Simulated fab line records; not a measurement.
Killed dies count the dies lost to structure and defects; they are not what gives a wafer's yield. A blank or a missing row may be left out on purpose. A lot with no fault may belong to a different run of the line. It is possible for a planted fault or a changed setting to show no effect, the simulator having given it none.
What tool caused it? :: flow gf180mcu :: 42 wafers from 14 lots sampled at 3 of the route's 602 steps

## WHAT THE GAUGES SHOWED, per wafer
GF_SAB_THK_MEAS_01.
lot: L778
measured: day 14 09:40
on: filmMetro-03
SAB_CVD_00_THK (nm): 50.2 50.1 50.8

lot: L779
measured: day 14 18:57
on: filmMetro-03
SAB_CVD_00_THK (nm): 49.4 50.5 50.1

lot: L780
measured: day 14 20:49
on: filmMetro-02
SAB_CVD_00_THK (nm): 49.9 50.1 50.1

lot: L781
measured: day 15 04:14
on: filmMetro-02
SAB_CVD_00_THK (nm): 48.8 49.4 49.5

lot: L782
measured: day 15 15:39
on: filmMetro-02
SAB_CVD_00_THK (nm): 49.5 50.6 50.2

lot: L784
measured: day 16 11:21
on: filmMetro-02
SAB_CVD_00_THK (nm): 50.2 51.0 50.8

lot: L787
measured: day 17 11:44
on: filmMetro-04
SAB_CVD_00_THK (nm): 49.2 49.9 49.9

lot: L788
measured: day 17 20:27
on: filmMetro-03
SAB_CVD_00_THK (nm): 50.6 51.0 50.6

lot: L789
measured: day 17 23:45
on: filmMetro-03
SAB_CVD_00_THK (nm): 49.8 49.9 50.2

lot: L790
measured: day 18 12:49
on: filmMetro-03
SAB_CVD_00_THK (nm): 48.5 50.1 49.5

lot: L791
measured: day 18 17:26
on: filmMetro-04
SAB_CVD_00_THK (nm): 49.4 49.5 50.5

lot: L798
measured: day 21 07:29
on: filmMetro-04
SAB_CVD_00_THK (nm): 50.6 50.1 51.0

lot: L799
measured: day 21 13:13
on: filmMetro-02
SAB_CVD_00_THK (nm): 50.0 49.5 49.6

lot: L801
measured: day 22 04:46
on: filmMetro-02
SAB_CVD_00_THK (nm): 50.1 50.1 50.6

GF_CONTACT_CD_MEAS_14 targets a cd of 220 nm.
lot: L778
measured: day 16 06:33
on: cdSem-01
cdNm (nm): 219.3 219.2 219.8

lot: L779
measured: day 16 16:17
on: cdSem-01
cdNm (nm): 219.9 220.6 219.5

lot: L780
measured: day 16 17:19
on: cdSem-01
cdNm (nm): 222.5 221.2 220.0

lot: L781
measured: day 17 02:35
on: cdSem-02
cdNm (nm): 219.9 221.1 221.5

lot: L782
measured: day 17 13:27
on: cdSem-02
cdNm (nm): 220.6 221.8 221.6

lot: L784
measured: day 18 10:12
on: cdSem-01
cdNm (nm): 218.7 218.9 219.5

lot: L787
measured: day 19 12:10
on: cdSem-01
cdNm (nm): 219.8 220.6 220.2

lot: L788
measured: day 19 20:44
on: cdSem-01
cdNm (nm): 222.1 220.6 221.5

lot: L789
measured: day 20 00:58
on: cdSem-01
cdNm (nm): 220.1 220.4 221.4

lot: L790
measured: day 20 14:18
on: cdSem-02
cdNm (nm): 217.6 217.5 217.4

lot: L791
measured: day 20 17:35
on: cdSem-02
cdNm (nm): 220.8 218.5 219.4

lot: L798
measured: day 23 07:38
on: cdSem-02
cdNm (nm): 221.5 220.4 218.3

lot: L799
measured: day 23 12:02
on: cdSem-01
cdNm (nm): 219.9 218.6 219.8

lot: L801
measured: day 24 02:51
on: cdSem-01
cdNm (nm): 223.0 221.7 221.3

## EACH LOT AND THE TOOL THAT RAN IT (in order: tool; ch and the chambers of the sampled wafers; start)
lot: L778
GF_PSD_EXPOSE_04: ilineStepper-01 ch 0, day 13 21:56

lot: L779
GF_PSD_EXPOSE_04: ilineStepper-02 ch 0, day 14 07:50

lot: L780
GF_PSD_EXPOSE_04: ilineStepper-01 ch 0, day 14 10:18

lot: L781
GF_PSD_EXPOSE_04: ilineStepper-02 ch 0, day 14 16:43

lot: L782
GF_PSD_EXPOSE_04: ilineStepper-02 ch 0, day 15 03:58

lot: L784
GF_PSD_EXPOSE_04: ilineStepper-01 ch 0, day 15 23:19

lot: L787
GF_PSD_EXPOSE_04: ilineStepper-01 ch 0, day 17 00:07

lot: L788
GF_PSD_EXPOSE_04: ilineStepper-01 ch 0, day 17 08:23

lot: L789
GF_PSD_EXPOSE_04: ilineStepper-02 ch 0, day 17 11:41

lot: L790
GF_PSD_EXPOSE_04: ilineStepper-02 ch 0, day 18 00:26

lot: L791
GF_PSD_EXPOSE_04: ilineStepper-01 ch 0, day 18 04:55

lot: L798
GF_PSD_EXPOSE_04: ilineStepper-01 ch 0, day 20 19:23

lot: L799
GF_PSD_EXPOSE_04: ilineStepper-01 ch 0, day 21 00:35

lot: L801
GF_PSD_EXPOSE_04: ilineStepper-02 ch 0, day 21 16:19
- GF_PSD_EXPOSE_04: exposes mask Pplus, target cd 400 nm.

## WHAT THE TOOLS THEMSELVES READ (means of the sampled wafers that have a number; where no wafer has one, the mark that the record gives instead)
GF_PSD_EXPOSE_04.
lot: L778
tool: ilineStepper-01
exposureDoseMJCm2: 140.08
focusOffsetNm (nm): 0.5

lot: L779
tool: ilineStepper-02
exposureDoseMJCm2: 140.17
focusOffsetNm (nm): -0.6

lot: L780
tool: ilineStepper-01
exposureDoseMJCm2: 140.25
focusOffsetNm (nm): 0.3

lot: L781
tool: ilineStepper-02
exposureDoseMJCm2: 140.01
focusOffsetNm (nm): 0.3

lot: L782
tool: ilineStepper-02
exposureDoseMJCm2: 140.04
focusOffsetNm (nm): 0.1

lot: L784
tool: ilineStepper-01
exposureDoseMJCm2: 139.92
focusOffsetNm (nm): 0.2

lot: L787
tool: ilineStepper-01
exposureDoseMJCm2: 139.86
focusOffsetNm (nm): -0.4

lot: L788
tool: ilineStepper-01
exposureDoseMJCm2: 140.19
focusOffsetNm (nm): 0.0

lot: L789
tool: ilineStepper-02
exposureDoseMJCm2: 139.90
focusOffsetNm (nm): -0.8

lot: L790
tool: ilineStepper-02
exposureDoseMJCm2: 139.93
focusOffsetNm (nm): -0.2

lot: L791
tool: ilineStepper-01
exposureDoseMJCm2: 139.78
focusOffsetNm (nm): -0.0

lot: L798
tool: ilineStepper-01
exposureDoseMJCm2: 137.38
focusOffsetNm (nm): -0.2

lot: L799
tool: ilineStepper-01
exposureDoseMJCm2: 137.28
focusOffsetNm (nm): 0.1

lot: L801
tool: ilineStepper-02
exposureDoseMJCm2: 140.24
focusOffsetNm (nm): 0.2

## THE ANSWER, worked out from the rows above alone
Rule: what is usual is taken from the lots themselves. Put in order of their means at a reading, lots are off if they are a third of the lots or fewer, leave a main group of 4 or more, and stand apart from it by a gap of 3 or more times the standard deviation of the main group's means; of several such gaps the widest counts. If all means in a main group match to the digits the tables above print for the reading, that group is not used. A lot without any number at a reading at which 4 lots or more have one is off too. Any other lot the step has rows for is counted as sound. After the gauges, taken in route order, come the tools' own readings; for these a lot's mean is taken, as printed above. The first step at which some lot is off is used, and at that step the reading that is off furthest; a lot without a number counts as furthest.
Off at GF_PSD_EXPOSE_04 (exposureDoseMJCm2): L798, L799. Mean 140.03 and standard deviation 0.15 in the main group.
A tool fits if, at that step or a process step before it, it ran every lot that is off, and no sound lot after the first of them. One candidate fits, namely ilineStepper-01 at GF_PSD_EXPOSE_04. A fault onset in the window from L791 (day 18 04:55, its last sound lot) to L798 (day 20 19:23, its first lot off) fits.
On the lots that are off, the tool's own readings at GF_PSD_EXPOSE_04 differ by more than 5 times the standard deviation of the sound lots' means, which bears it out; exposureDoseMJCm2 reads 137.33 there versus 140.03 on the sound lots.

## WHAT THE SIMULATOR HAD INSERTED
Process parameter drift: ilineStepper-01, from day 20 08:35 on, at GF_PSD_EXPOSE_04. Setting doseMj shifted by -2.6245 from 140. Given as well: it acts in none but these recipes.
Lots struck among those shown: L798, L799. The rule above found the same.
